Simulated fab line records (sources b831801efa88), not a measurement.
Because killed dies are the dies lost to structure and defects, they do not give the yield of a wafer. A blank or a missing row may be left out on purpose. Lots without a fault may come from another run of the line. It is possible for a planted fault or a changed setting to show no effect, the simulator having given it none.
Comparing a struck lot with a sound one | flow sky130 | 17 out of 708 route steps
Sound: wafers L257.2, L257.3, L257.5. Struck: wafer L271.5 (left out: L271.4, a lot-mate that was not struck); the cause follows at the end.
Order at every step that has rows: each side's tool, ch and its chambers, its first start. Under that, the readings that differ: sound wafers | struck wafers | difference of the means | sigmas: that difference in standard deviations of wafers without a fault.
alike: a reading whose means differ by less than 2 such deviations, as well as words and numbers matching on both sides. not compared: withheld readings; readings where some wafer has no value; bounds like >300 that might hide an equal value; numbers whose values overlap and for which the record gives no deviation.
A row with sigmas, a row that says differs or no value, or rows on one side alone: a step with any of these is where the two part. Non-overlapping numbers with no deviation appear without sigmas and do not part them. Lack of a reading on every wafer of one side parts them only where that side has two or more wafers.

first, 2 steps without rows for these wafers: SKY_LOCAL_INTERCONNECT_PEB_09; SKY_LOCAL_INTERCONNECT_DEVELOP_10 (develop time 60 s).
SKY_LOCAL_INTERCONNECT_CD_MEAS_11: target cd 170 nm.
  sound: cdSem-01 at day 30 16:36; struck: cdSem-01 at day 34 21:53
  alike: cdNm
SKY_LOCAL_INTERCONNECT_OVL_MEAS_12:
  sound: overlay-02 at day 30 16:42; struck: overlay-02 at day 34 21:58
  alike: LOCAL_INTERCONNECT_OVL
SKY_LOCAL_INTERCONNECT_ETCH_13: etches BARC in N2/H2, stops on SiO2, time 45.9 s, target depth 60 nm.
  sound on rieMetal-02 ch 0, day 30 16:45; struck on rieMetal-01 ch 0, day 34 22:00
reading         | sound             | struck | difference | sigmas
rfFwdPowerW (W) | 493.0 491.4 490.4 | 495.7  | +4.1       | +2
  alike: drypumpMotorCurrentA, oesProductAu, throttleValvePct
  not compared: rfHoursCounterH
SKY_LOCAL_INTERCONNECT_METAL_ETCH_14: etches TiN in Cl2/BCl3, stops on PSG, target depth 110 nm, time 31.4 s.
  sound on rieMetal-02 ch 0, day 30 16:53; struck on rieMetal-01 ch 0, day 34 22:04
  alike: drypumpMotorCurrentA, oesProductAu, rfFwdPowerW, throttleValvePct
  not compared: rfHoursCounterH
SKY_LOCAL_INTERCONNECT_STRIP_15: strips in O2/N2.
  sound on plasmaAsher-03 ch 0,1, day 30 16:58; struck on plasmaAsher-03 ch 0, day 34 22:08
  alike: drypumpMotorCurrentA, oesProductAu, stripTimeToEndpointS
  not compared: rfHoursCounterH
then, 3 steps without rows for these wafers: SKY_LOCAL_INTERCONNECT_STRIP_16 (strips in post etch residue remover, time 1200 s); SKY_LOCAL_INTERCONNECT_CLEAN_17 (cleans in IPA, time 180 s); SKY_LOCAL_INTERCONNECT_CLEAN_18 (cleans in O3/DIW).
SKY_CONTACT_CVD_00: deposits Si3N4, target thk 75 nm.
  sound on pecvd-02 ch 0,2, day 30 17:33; struck on pecvd-02 ch 1, day 34 22:43
  alike: heaterPowerW, rfFwdPowerW
SKY_CONTACT_THK_MEAS_01:
  sound: filmMetro-02 at day 30 17:36; struck: filmMetro-04 at day 34 22:45
reading                 | sound          | struck | difference | sigmas
CONTACT_CVD_00_THK (nm) | 73.6 73.4 74.6 | 76.2   | +2.3       | +2
SKY_CONTACT_HDPCVD_02: deposits SiO2, target thk 565 nm, time 94.2 s.
  sound on hdpcvd-02 ch 0,1,2, day 30 17:39; struck on hdpcvd-01 ch 2, day 34 22:49
reading                                    | sound           | struck | difference | sigmas
model.SiO2_of_CONTACT_HDPCVD_02.thkNm (nm) | 559 573.7 576.6 | 345.7  | -224.1     | 
SKY_CONTACT_THK_MEAS_03:
  sound: filmMetro-04 at day 30 17:44; struck: filmMetro-01 at day 34 22:53
reading                 | sound       | struck | difference | sigmas
CONTACT_HDPCVD_THK (nm) | 559 573 577 | 346    | -224       | -25
SKY_CONTACT_CMP_04: polishes SiO2.
  sound on cmp-01 ch 0,1, day 30 17:50; struck on cmp-01 ch 2, day 34 22:58
reading             | sound    | struck | difference | sigmas
timeToEndpointS (s) | 74 82 83 | 1      | -79        | -18
  alike: motorCurrentA, platenRpm
SKY_CONTACT_BOW_MEAS_05:
  sound: filmMetro-02 at day 30 18:06; struck: filmMetro-01 at day 34 23:16
  alike: CONTACT_BOW
-- the record jumps here: 14 days lie between the struck wafers' starts before and after (it left off in module CONTACT and takes up again in module PAD_OPEN, whose first step shown is number 708 of the route) --
SKY_PAD_OPEN_PROBE_99:
  sound: prober-02 at day 46 00:33; struck: prober-02 at day 49 02:44
reading                           | sound                | struck | difference | sigmas
model.etest.met1Comb.leakLog10AUm | -12.01 -11.93 -11.88 | -7.308 | +4.632     | 

== WHERE THEY PART ==
Last at SKY_CONTACT_CMP_04 as far as this record goes, first at SKY_LOCAL_INTERCONNECT_ETCH_13. Later steps at which nothing parts them and some readings are alike: SKY_CONTACT_BOW_MEAS_05.

WHY: what the simulator had put in
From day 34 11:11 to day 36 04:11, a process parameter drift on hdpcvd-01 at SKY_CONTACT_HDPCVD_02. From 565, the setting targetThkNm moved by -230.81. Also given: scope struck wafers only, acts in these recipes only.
